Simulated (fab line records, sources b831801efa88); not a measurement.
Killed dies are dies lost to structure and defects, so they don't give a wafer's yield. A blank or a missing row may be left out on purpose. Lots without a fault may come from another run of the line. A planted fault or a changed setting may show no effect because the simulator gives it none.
A struck lot beside a sound one | flow gf180mcu | 14 steps out of a route of 602
Sound: wafers L463.2, L463.4, L463.5. Struck: wafers L475.1, L475.2, L475.4. The cause comes at the end.
At each step with rows: each side's tool, then ch and its chambers, then its first start. Under that, the readings that differ: sound wafers | struck wafers | difference of the means | sigmas: that difference in standard deviations of wafers without a fault.
alike: readings whose means differ by less than 2 such deviations, and words and numbers that are the same on both sides. not compared: withheld readings, readings that some wafer has no value for, bounds like >300 that may hide the same value, and numbers for which the record gives no deviation and whose values overlap.
The two part at a step that has a row with sigmas, a row that says differs or no value, or rows on one side only. Numbers that don't overlap but have no deviation are shown without sigmas and don't part them. A reading that every wafer of one side lacks parts them only if that side has two wafers or more.

GF_V4_ETCH_17: etches SiO2 in C4F8/O2/Ar, stops on TiN, target depth 630 nm.
  sound on rie_diel-03 ch 0,3; struck on rie_diel-04 ch 0,1,3
  alike: oes_product_au
then, 3 steps without rows for these wafers: GF_V4_STRIP_18 (strips in O2/N2); GF_V4_STRIP_19 (strips in post etch residue remover, time 1200 s); GF_V4_CLEAN_20 (cleans in DIW).
GF_V4_SPUTTER_21: material Ti, target thk 15 nm, time 80.02 s.
  sound on pvd_sputter-03, day 25 04:14; struck on pvd_sputter-01, day 29 10:35
  alike: cathode_dc_power_W, chamber_pressure_pa, substrate_temp_c, throttle_valve_pct
GF_V4_SPUTTER_22: material TiN, target thk 10 nm, time 40 s.
  sound on pvd_sputter-03, day 25 04:17; struck on pvd_sputter-01, day 29 10:39
  alike: cathode_dc_power_W, chamber_pressure_pa, throttle_valve_pct
GF_V4_CVD_23: deposits W, target thk 350 nm, time 104.9 s.
  sound on cvd_w-02 ch 0,1, day 25 04:20; struck on cvd_w-01 ch 0,1, day 29 10:41
  alike: heater_power_w, susceptor_temp_C
GF_V4_RS_MEAS_24: measures by four-point-probe.
  sound on film_metro-03, day 25 04:28; struck on film_metro-01, day 29 10:48
  alike: V4_W_RS
GF_V4_THK_MEAS_25: measures by xrf.
  sound on film_metro-03, day 25 04:34; struck on film_metro-01, day 29 10:55
  alike: V4_W_THK
then, 1 step without rows for these wafers: GF_V4_CMP_26 (polishes, stops on SiO2, t overpolish 15 s, target thk 0 nm).
GF_MIM_SPUTTER_00: material Ti, target thk 37.5 nm, time 150 s.
  sound on pvd_sputter-04, day 25 04:55; struck on pvd_sputter-04, day 29 11:17
  alike: cathode_dc_power_W, chamber_pressure_pa, substrate_temp_c, throttle_valve_pct
then, 1 step without rows for these wafers: GF_MIM_SPUTTER_01 (material TiN, target thk 30 nm, time 25 s).
GF_MIM_SPUTTER_02: material AlCu, target thk 450 nm, time 23.9 s.
  sound on pvd_sputter-04, day 25 05:04; struck on pvd_sputter-04, day 29 11:25
  no value came back on the struck wafers for cathode_dc_power_W (W), chamber_pressure_pa (Pa), throttle_valve_pct (%); on the sound wafers cathode_dc_power_W (W) reads 10602 10599 10603
then, 1 step without rows for these wafers: GF_MIM_SPUTTER_03 (material Ti, target thk 10 nm, time 6.7 s).

WHERE THEY PART
Only at GF_MIM_SPUTTER_02, within this record.

WHY: what the simulator had put in
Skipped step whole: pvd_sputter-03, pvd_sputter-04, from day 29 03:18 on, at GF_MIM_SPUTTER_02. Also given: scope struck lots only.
